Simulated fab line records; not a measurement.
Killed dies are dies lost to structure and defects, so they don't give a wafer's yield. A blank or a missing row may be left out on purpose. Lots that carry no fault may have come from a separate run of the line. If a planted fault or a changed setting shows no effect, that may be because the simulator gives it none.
8D (eight disciplines) problem report, filled in by code -- flow sky130 -- the parts of the form that need people (team, actions taken, sign-off) are left out

1. WHAT WENT WRONG
Wafers without a fault read 1999.6 rpm, standard deviation 1.5; spin_speed_rpm at SKY_PAD_OPEN_COAT_02 reads a mean of 2124.3 rpm on 6 wafers belonging to 2 lots. That puts it +83 standard deviations away from the usual mean.
The step: resist thk 3000 nm.
Seen first at day 49 15:23 on litho_track-01, wafer L126.2. The record holds 39 wafers of 13 lots with a number at this step. The rule behind "out" and "out of limits": a value lying over 4 standard deviations away from the usual mean. Any other wafer with a number is counted as sound.

2. WHAT IT IS, WHAT IT ISN'T
question,is,is not
which readings at this step,spin_speed_rpm,exhaust_pa
which lots,"L126, L127","L111, L114, L115, L116, L117, L120, L128, L129, L130, L131, L132"
which wafers of those lots,all that have a number,-
read on which tools,litho_track-01,"litho_track-02, litho_track-04"
when,from day 49 15:23,"up to then (18 sound wafers); but 15 sound wafers of L128, L129, L130, L131, L132 came after"

3. THE SUSPECTS, EACH WITH WHAT RULES IT OUT
Counting: any tool at a process step up to the reading is kept as a suspect provided that every lot that is out went through it and no sound lot did after the first of them.
- pvd_sputter-03 at SKY_METAL5_SPUTTER_03 (material Ti, target thk 5 nm, time 3.3 s): ruled out as a lasting fault. Sound lots L130, L132 ran on it after its first lot that is out, L126 (day 47 16:27).
- pvd_sputter-03 at SKY_METAL5_SPUTTER_04 (material TiN, target thk 70 nm, time 58.3 s): ruled out as a lasting fault. Sound lots L130, L132 ran on it after its first lot that is out, L126 (day 47 16:28).
- litho_track-01 at SKY_PAD_OPEN_COAT_02 (resist thk 3000 nm): kept. Every lot that is out went through it, starting with L126 (day 49 15:23), and after that it ran no sound lot; the last sound lot it ran before then is L116 (day 47 13:56). On those wafers its own readings are out: spin_speed_rpm.
After counting, what remains is litho_track-01 at SKY_PAD_OPEN_COAT_02.

4. THE CAUSE (what the simulator had put in)
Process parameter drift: litho_track-01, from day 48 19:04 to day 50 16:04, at SKY_PAD_OPEN_COAT_02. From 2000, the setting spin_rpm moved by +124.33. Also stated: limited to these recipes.
Counting left only this tool.

5. SEQUENCE OF EFFECTS, ordered by route
Each row: a reading whose mean over the struck wafers that have a number lies more than 3 standard deviations from the usual. Readings are gone through only where the record gives a usual standard deviation; hours: the median, over the lots, of the time from a lot's start at the first step in this table giving one to that lot's start at this step; sigmas: the change measured in usual standard deviations.
hours,step,reading,usual,on struck wafers,change,sigmas
0,SKY_PAD_OPEN_COAT_02,spin_speed_rpm,1999.6 rpm,2124.3,+124.7,+83
It contains these process steps:
- SKY_PAD_OPEN_COAT_02: resist thk 3000 nm.

6. HOW IT WOULD HAVE BEEN CAUGHT EARLIER
In this record the first reading out of limits was taken at day 49 15:23, 20 hours after the fault began at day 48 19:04.
